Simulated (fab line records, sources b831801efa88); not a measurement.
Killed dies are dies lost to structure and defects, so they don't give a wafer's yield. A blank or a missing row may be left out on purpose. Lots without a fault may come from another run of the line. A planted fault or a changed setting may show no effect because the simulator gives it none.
Which tool did it? | flow sky130 | 12 lots, 35 wafers sampled, at 4 steps of a route of 708

WHAT THE GAUGES READ, wafer by wafer
SKY_CAPM_THK_MEAS_04: measures by xrf.
lot  | measured     | on            | CAPM_TIN_THK (nm)
L849 | day 36 04:38 | film_metro-03 | 206.8 202.2 203.7
L852 | day 37 09:23 | film_metro-02 | 201.6 203.8 201.8
L857 | day 38 20:56 | film_metro-04 | 200.7 203.2 203.2
L858 | day 39 06:20 | film_metro-03 | 202.0 202.3 202.4
L859 | day 39 12:50 | film_metro-04 | 200.3 201.0
L862 | day 40 10:49 | film_metro-03 | 196.4 199.1 198.3
L863 | day 40 23:07 | film_metro-02 | 200.0 203.0 200.3
L865 | day 41 15:11 | film_metro-03 | 196.9 199.6 198.3
L866 | day 42 04:23 | film_metro-02 | 204.1 201.4 203.1
L867 | day 42 05:26 | film_metro-02 | 205.0 204.6 204.8
L870 | day 42 18:18 | film_metro-02 | 198.5 196.5 199.7
L871 | day 43 04:35 | film_metro-02 | 201.6 200.6 198.2

WHICH TOOL RAN EACH LOT (tool, then ch and the chambers of the sampled wafers, then the start)
lot  | SKY_VIA1_CMP_24               | SKY_VIA2_ETCH_14                   | SKY_METAL3_SPUTTER_04
L849 | cmp-02 ch 1,2,3, day 33 19:38 | rie_diel-03 ch 0,2, day 36 02:48   | pvd_sputter-04, day 36 04:17
L852 | cmp-01 ch 0,2,3, day 35 01:17 | rie_diel-04 ch 2,3, day 37 07:30   | pvd_sputter-04, day 37 09:01
L857 | cmp-02 ch 0,1,3, day 36 13:58 | rie_diel-04 ch 0,1,3, day 38 18:51 | pvd_sputter-01, day 38 20:34
L858 | cmp-02 ch 1,2, day 37 00:38   | rie_diel-03 ch 2,3, day 39 04:30   | pvd_sputter-01, day 39 05:59
L859 | cmp-01 ch 2,3, day 37 06:03   | rie_diel-03 ch 2,3, day 39 10:57   | pvd_sputter-04, day 39 12:28
L862 | cmp-02 ch 0,2,3, day 38 05:40 | rie_diel-03 ch 0,1,2, day 40 08:57 | pvd_sputter-01, day 40 10:26
L863 | cmp-02 ch 0,2,3, day 38 16:59 | rie_diel-02 ch 0,1,2, day 40 21:17 | pvd_sputter-02, day 40 22:45
L865 | cmp-01 ch 0,2,3, day 39 10:38 | rie_diel-02 ch 1,2,3, day 41 13:20 | pvd_sputter-01, day 41 14:48
L866 | cmp-01 ch 0,1,2, day 40 00:02 | rie_diel-04 ch 1,2,3, day 42 02:24 | pvd_sputter-01, day 42 04:01
L867 | cmp-01 ch 0,1, day 40 01:44   | rie_diel-02 ch 0,2,3, day 42 03:32 | pvd_sputter-01, day 42 05:04
L870 | cmp-01 ch 0,1,3, day 40 15:10 | rie_diel-02 ch 0,1,2, day 42 16:28 | pvd_sputter-04, day 42 17:56
L871 | cmp-02 ch 0,2,3, day 41 01:13 | rie_diel-03 ch 0,1, day 43 02:45   | pvd_sputter-02, day 43 04:13
- SKY_VIA1_CMP_24: polishes, stops on SiO2, t overpolish 15 s, target thk 0 nm.
- SKY_VIA2_ETCH_14: etches BARC in N2/H2, stops on SiO2, time 45.9 s, target depth 60 nm.
- SKY_METAL3_SPUTTER_04: material TiN, target thk 70 nm, time 58.3 s.

WHAT THE TOOLS THEMSELVES READ (means of the sampled wafers that have a number; where no wafer has one, the mark that the record gives instead)
SKY_VIA1_CMP_24.
lot  | tool   | motor_current_A (A) | overpolish_run_s (s) | time_to_endpoint_s (s)
L849 | cmp-02 | 10.6                | 14.992               | 68
L852 | cmp-01 | 11.5                | 14.998               | 63
L857 | cmp-02 | 10.9                | 14.998               | 66
L858 | cmp-02 | 10.8                | 15.004               | 70
L859 | cmp-01 | 11.8                | 15.011               | 66
L862 | cmp-02 | 10.6                | 15.001               | 66
L863 | cmp-02 | 10.7                | 15.000               | 65
L865 | cmp-01 | 11.5                | 15.005               | 63
L866 | cmp-01 | 10.7                | 15.004               | 65
L867 | cmp-01 | 10.1                | 14.999               | 66
L870 | cmp-01 | 11.4                | 15.006               | 62
L871 | cmp-02 | 10.5                | 14.999               | 71

SKY_VIA2_ETCH_14.
lot  | tool        | bias_w (W) | drypump_motor_current_A (A) | oes_product_au (a.u.) | throttle_valve_pct (%)
L849 | rie_diel-03 | 99.77      | 5.80                        | 0.856                 | 13.215
L852 | rie_diel-04 | 100.24     | 5.50                        | 0.857                 | 13.228
L857 | rie_diel-04 | 100.01     | 5.44                        | 0.856                 | 13.224
L858 | rie_diel-03 | 100.14     | 5.62                        | 0.850                 | 13.234
L859 | rie_diel-03 | 88.05      | 5.58                        | 0.851                 | 13.219
L862 | rie_diel-03 | 88.03      | 5.87                        | 0.850                 | 13.217
L863 | rie_diel-02 | 99.84      | 5.55                        | 0.850                 | 13.227
L865 | rie_diel-02 | 99.93      | 5.66                        | 0.857                 | 13.222
L866 | rie_diel-04 | 100.06     | 5.51                        | 0.858                 | 13.228
L867 | rie_diel-02 | 100.19     | 5.43                        | 0.860                 | 13.228
L870 | rie_diel-02 | 99.98      | 5.53                        | 0.858                 | 13.227
L871 | rie_diel-03 | 99.82      | 5.97                        | 0.852                 | 13.235

SKY_METAL3_SPUTTER_04.
lot  | tool           | throttle_valve_pct (%)
L849 | pvd_sputter-04 | 30.0
L852 | pvd_sputter-04 | 30.0
L857 | pvd_sputter-01 | 30.1
L858 | pvd_sputter-01 | 30.4
L859 | pvd_sputter-04 | 28.7
L862 | pvd_sputter-01 | 30.7
L863 | pvd_sputter-02 | 31.7
L865 | pvd_sputter-01 | 31.1
L866 | pvd_sputter-01 | 31.0
L867 | pvd_sputter-01 | 31.1
L870 | pvd_sputter-04 | 29.0
L871 | pvd_sputter-02 | 32.6

THE ANSWER, worked out from the rows above alone
Rule: what is usual is taken from the lots themselves. Put in order of their means at a reading, lots are off if they are a third of the lots or fewer, leave a main group of 4 or more, and stand apart from it by a gap of 3 or more times the standard deviation of the main group's means; of several such gaps the widest counts. A main group whose means are all the same, to the digits that the tables above print for the reading, isn't used. A lot without any number at a reading at which 4 lots or more have one is off too. The other lots that the step has rows for count as sound. The gauges are gone through in route order, then the tools' own readings, and for those a lot's mean is taken as printed above. The first step at which some lot is off is used, and at that step the reading that is off furthest; a lot without a number counts as furthest.
Off: L859, L862, at SKY_VIA2_ETCH_14 (bias_w). The main group: mean 100.00 W, standard deviation 0.15.
A tool fits if, at that step or a process step before it, it ran every lot that is off, and no sound lot after the first of them. None of those tried fits.

WHAT THE SIMULATOR HAD PUT IN
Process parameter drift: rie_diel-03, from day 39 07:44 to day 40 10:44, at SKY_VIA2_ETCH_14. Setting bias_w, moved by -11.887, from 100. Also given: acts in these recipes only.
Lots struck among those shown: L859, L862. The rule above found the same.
